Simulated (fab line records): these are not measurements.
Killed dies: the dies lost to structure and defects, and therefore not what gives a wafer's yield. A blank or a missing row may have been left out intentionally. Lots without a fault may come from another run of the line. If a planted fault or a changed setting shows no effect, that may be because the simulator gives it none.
Which of the tools did it? / flow gf180mcu / 33 wafers from 11 lots sampled at 3 of the route's 602 steps

WHAT THE GAUGES SHOWED, per wafer
GF_PSD_RS_MEAS_14: measurement is done with a four-point probe.
lot=L501; measured=day 14 07:01; on=filmMetro-04; NSD_RS (ohm/sq)=46.15 46.23 46.14
lot=L502; measured=day 14 15:23; on=filmMetro-03; NSD_RS (ohm/sq)=46.27 46.21 46.26
lot=L503; measured=day 14 18:27; on=filmMetro-04; NSD_RS (ohm/sq)=46.23 46.21 46.25
lot=L507; measured=day 16 04:18; on=filmMetro-01; NSD_RS (ohm/sq)=46.28 46.29 46.16
lot=L510; measured=day 17 10:42; on=filmMetro-01; NSD_RS (ohm/sq)=46.26 41.19 41.06
lot=L518; measured=day 20 04:10; on=filmMetro-01; NSD_RS (ohm/sq)=46.03 46.17 46.18
lot=L519; measured=day 20 11:43; on=filmMetro-04; NSD_RS (ohm/sq)=46.16 46.22 46.16
lot=L520; measured=day 20 20:32; on=filmMetro-03; NSD_RS (ohm/sq)=46.19 46.23 46.18
lot=L521; measured=day 21 10:56; on=filmMetro-01; NSD_RS (ohm/sq)=46.15 46.30 46.26
lot=L523; measured=day 21 17:34; on=filmMetro-01; NSD_RS (ohm/sq)=46.10 46.02 45.93
lot=L524; measured=day 22 05:22; on=filmMetro-01; NSD_RS (ohm/sq)=46.23 46.24 46.08

TOOL THAT RAN EACH LOT (tool first, then ch and the chambers of the sampled wafers, then the start)
lot=L501; GF_HV_LDD_RTA_52=rtpAnneal-02 ch 0, day 12 11:04; GF_PSD_RTA_13=rtpAnneal-01 ch 0, day 14 06:56
lot=L502; GF_HV_LDD_RTA_52=rtpAnneal-02 ch 0, day 12 18:14; GF_PSD_RTA_13=rtpAnneal-01 ch 0, day 14 15:17
lot=L503; GF_HV_LDD_RTA_52=rtpAnneal-01 ch 0, day 12 21:43; GF_PSD_RTA_13=rtpAnneal-02 ch 0, day 14 18:22
lot=L507; GF_HV_LDD_RTA_52=rtpAnneal-02 ch 0, day 14 04:51; GF_PSD_RTA_13=rtpAnneal-01 ch 0, day 16 04:13
lot=L510; GF_HV_LDD_RTA_52=rtpAnneal-02 ch 0, day 15 08:58; GF_PSD_RTA_13=rtpAnneal-01 ch 0, day 17 10:37
lot=L518; GF_HV_LDD_RTA_52=rtpAnneal-02 ch 0, day 18 00:44; GF_PSD_RTA_13=rtpAnneal-02 ch 0, day 20 04:04
lot=L519; GF_HV_LDD_RTA_52=rtpAnneal-01 ch 0, day 18 07:19; GF_PSD_RTA_13=rtpAnneal-01 ch 0, day 20 11:38
lot=L520; GF_HV_LDD_RTA_52=rtpAnneal-01 ch 0, day 18 16:01; GF_PSD_RTA_13=rtpAnneal-01 ch 0, day 20 20:27
lot=L521; GF_HV_LDD_RTA_52=rtpAnneal-01 ch 0, day 19 06:53; GF_PSD_RTA_13=rtpAnneal-01 ch 0, day 21 10:51
lot=L523; GF_HV_LDD_RTA_52=rtpAnneal-01 ch 0, day 19 14:10; GF_PSD_RTA_13=rtpAnneal-01 ch 0, day 21 17:28
lot=L524; GF_HV_LDD_RTA_52=rtpAnneal-01 ch 0, day 20 03:27; GF_PSD_RTA_13=rtpAnneal-02 ch 0, day 22 05:17
- GF_HV_LDD_RTA_52: time 10 s.
- GF_PSD_RTA_13: time 20 s.

THE ANSWER, worked out from the rows above alone
Rule: the usual values come from the lots themselves. The widest of any qualifying gaps counts: lots, ordered by their means at a reading, are off when they make up no more than a third of the lots, leave a main group of 4 or more, and stand apart from it by 3 or more times the standard deviation of that group's means. The tables above print the reading to a certain number of digits; a main group whose means all agree to those digits is not used. A lot without any number at a reading at which 4 lots or more have one is off too. Where the step has rows for the other lots, those lots are counted as sound.
Off: at GF_PSD_RS_MEAS_14 (NSD_RS), L510. For the main group the mean is 46.18 ohm/sq and the standard deviation 0.066.
A tool fits if, at a process step before that reading, it ran every lot that is off, and no sound lot after the first of them. The gauges at GF_PSD_RS_MEAS_14 are tried like those tools. Of those tried, none fits.

WHAT THE SIMULATOR HAD PUT IN
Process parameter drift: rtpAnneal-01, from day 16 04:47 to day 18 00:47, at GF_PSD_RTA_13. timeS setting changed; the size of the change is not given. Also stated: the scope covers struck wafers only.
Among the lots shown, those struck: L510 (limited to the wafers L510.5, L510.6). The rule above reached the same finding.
